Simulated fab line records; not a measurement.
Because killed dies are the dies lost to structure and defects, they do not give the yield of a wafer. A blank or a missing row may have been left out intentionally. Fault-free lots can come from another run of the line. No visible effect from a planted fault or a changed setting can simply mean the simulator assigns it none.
Chamber matching / flow gf180mcu / GF_V5_CMP_26 on cmp-02: 4 sister chambers
The step polishes, stops on SiO2, t overpolish 15 s, target thk 0 nm. 8 wafers are shown with their chamber, then 12 later ones without.

## EACH WAFER AND ITS CHAMBER
wafer=L090.1; chamber=2; motor current A (A)=9.7; time to endpoint s (s)=92
wafer=L090.3; chamber=3; motor current A (A)=12.9; time to endpoint s (s)=92
wafer=L091.2; chamber=0; motor current A (A)=9.0; time to endpoint s (s)=86
wafer=L091.3; chamber=2; motor current A (A)=9.7; time to endpoint s (s)=88
wafer=L091.6; chamber=0; motor current A (A)=8.2; time to endpoint s (s)=86
wafer=L091.1; chamber=1; motor current A (A)=13.4; time to endpoint s (s)=85
wafer=L091.4; chamber=3; motor current A (A)=12.4; time to endpoint s (s)=90
wafer=L091.5; chamber=1; motor current A (A)=14.0; time to endpoint s (s)=85

## WAFERS MISSING THEIR CHAMBER
wafer=L092.3; motor current A (A)=13.9; time to endpoint s (s)=84
wafer=L092.5; motor current A (A)=12.6; time to endpoint s (s)=87
wafer=L092.6; motor current A (A)=8.6; time to endpoint s (s)=87
wafer=L093.1; motor current A (A)=9.5; time to endpoint s (s)=85
wafer=L093.2; motor current A (A)=12.2; time to endpoint s (s)=86
wafer=L093.6; motor current A (A)=12.5; time to endpoint s (s)=88
wafer=L094.2; motor current A (A)=9.0; time to endpoint s (s)=86
wafer=L094.4; motor current A (A)=14.0; time to endpoint s (s)=88
wafer=L094.6; motor current A (A)=12.3; time to endpoint s (s)=84
wafer=L096.2; motor current A (A)=8.2; time to endpoint s (s)=84
wafer=L096.4; motor current A (A)=11.8; time to endpoint s (s)=81
wafer=L096.5; motor current A (A)=12.9; time to endpoint s (s)=77

## EACH ONE'S CHAMBER
wafer=L092.3; from the rows above=1; in truth=1
wafer=L092.5; from the rows above=can't be placed: 3 or 1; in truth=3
wafer=L092.6; from the rows above=0; in truth=0
wafer=L093.1; from the rows above=can't be placed: 0 or 2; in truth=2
wafer=L093.2; from the rows above=can't be placed: 3 or 1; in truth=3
wafer=L093.6; from the rows above=can't be placed: 3 or 1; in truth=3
wafer=L094.2; from the rows above=0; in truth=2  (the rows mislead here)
wafer=L094.4; from the rows above=can't be placed: 1 or 3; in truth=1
wafer=L094.6; from the rows above=can't be placed: 1 or 3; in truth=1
wafer=L096.2; from the rows above=0; in truth=0
wafer=L096.4; from the rows above=can't be placed: 1 or 3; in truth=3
wafer=L096.5; from the rows above=1; in truth=1
Correct placement for 4 of the 12. Not placeable from these rows: 7 (in 7, the candidates include the true chamber). Number placed wrongly: 1.
How it was worked out, from the rows above alone: a wafer's distance from a chamber is the root of the sum, over the readings, of the square of ((its reading less the chamber's mean) divided by the reading's scatter). If the next closest chamber is less than 2 further off than the closest, the wafer can't be placed; otherwise it belongs to the closest. For every chamber, the mean is computed from those of its wafers that are shown. The scatter: the root of (the sum of the squares of (reading less its chamber's mean) over the shown wafers, divided by (wafers less chambers)).
